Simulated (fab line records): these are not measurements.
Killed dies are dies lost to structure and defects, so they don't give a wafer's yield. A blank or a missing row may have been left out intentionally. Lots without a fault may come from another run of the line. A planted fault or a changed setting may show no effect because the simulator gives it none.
Which of the tools did it? + flow sky130 + 11 lots with 33 wafers sampled at 4 steps, on a route of 708 steps

== WHAT THE GAUGES READ, wafer by wafer ==
SKY_METAL1_OVL_MEAS_16.
| lot  | measured     | on         | METAL1_OVL (nm) |
|------|--------------|------------|-----------------|
| L975 | day 33 06:09 | overlay-01 | 5 1 -2          |
| L976 | day 33 06:34 | overlay-01 | 3 -1 -1         |
| L978 | day 34 06:37 | overlay-02 | 5 8 6           |
| L979 | day 34 17:01 | overlay-02 | -2 4 3          |
| L980 | day 34 20:35 | overlay-01 | 5 1 8           |
| L991 | day 38 15:52 | overlay-02 | 2 -6 -6         |
| L993 | day 38 16:46 | overlay-02 | 0 -4 -10        |
| L992 | day 38 17:40 | overlay-01 | -3 -6 1         |
| L997 | day 39 21:07 | overlay-02 | -3 1 5          |

== EACH LOT AND THE TOOL THAT RAN IT (in order: tool; ch and the chambers of the sampled wafers; start) ==
| lot  | SKY_CONTACT_ETCH_18                | SKY_CONTACT_STRIP_19                 | SKY_CONTACT_CVD_24            |
|------|------------------------------------|--------------------------------------|-------------------------------|
| L975 | rie_diel-02 ch 0,1,2, day 32 00:00 | plasma_asher-03 ch 0,1, day 32 01:01 | cvd_w-02 ch 0,1, day 32 01:44 |
| L976 | rie_diel-01 ch 0,1,3, day 32 02:00 | plasma_asher-02 ch 0,1, day 32 02:04 | cvd_w-01 ch 0,1, day 32 02:43 |
| L978 | rie_diel-02 ch 0,1,2, day 33 02:00 | plasma_asher-02 ch 0,1, day 33 02:28 | cvd_w-02 ch 0,1, day 33 03:08 |
| L979 | rie_diel-01 ch 1,3, day 33 13:00   | plasma_asher-03 ch 1, day 33 13:50   | cvd_w-02 ch 1, day 33 14:29   |
| L980 | rie_diel-01 ch 0,3, day 33 16:00   | plasma_asher-02 ch 0,1, day 33 16:11 | cvd_w-01 ch 0,1, day 33 16:51 |
| L981 | rie_diel-04 ch 1,2,3, day 33 19:00 | plasma_asher-04 ch 0,1, day 33 19:40 | cvd_w-02 ch 0,1, day 33 20:19 |
| L982 | rie_diel-02 ch 1,2,3, day 34 06:00 | plasma_asher-02 ch 0,1, day 34 06:19 | cvd_w-01 ch 0,1, day 34 06:58 |
| L991 | rie_diel-04 ch 0,1,2, day 37 12:00 | plasma_asher-03 ch 0,1, day 37 12:53 | cvd_w-02 ch 0,1, day 37 13:33 |
| L993 | rie_diel-04 ch 1,3, day 37 14:00   | plasma_asher-02 ch 1, day 37 14:08   | cvd_w-02 ch 0,1, day 37 14:48 |
| L992 | rie_diel-02 ch 0,2,3, day 37 15:00 | plasma_asher-04 ch 0,1, day 37 15:05 | cvd_w-01 ch 0,1, day 37 15:45 |
| L997 | rie_diel-04 ch 1,2,3, day 38 18:00 | plasma_asher-03 ch 0,1, day 38 18:52 | cvd_w-01 ch 0,1, day 38 19:32 |
- SKY_CONTACT_ETCH_18: etches Si3N4 in CHF3/O2, stops on TiN, time 39 s, target depth 75 nm.
- SKY_CONTACT_STRIP_19: strips in O2/N2.
- SKY_CONTACT_CVD_24: deposits W, target thk 340 nm, time 102.12 s.

== THE ANSWER, worked out from the rows above alone ==
Rule: the lots themselves supply what counts as usual. Put in order of their means at a reading, lots are off if they are a third of the lots or fewer, leave a main group of 4 or more, and stand apart from it by a gap of 3 or more times the standard deviation of the main group's means; of several such gaps the widest counts. A main group is skipped when, at the precision printed for the reading in the tables above, its means are all equal. Also off: a lot with no number at a reading for which 4 or more lots have one. All remaining lots with rows at the step are treated as sound.
Across all readings shown, no lot is off: no conclusion can be drawn from this.

== WHAT THE SIMULATOR PUT IN ==
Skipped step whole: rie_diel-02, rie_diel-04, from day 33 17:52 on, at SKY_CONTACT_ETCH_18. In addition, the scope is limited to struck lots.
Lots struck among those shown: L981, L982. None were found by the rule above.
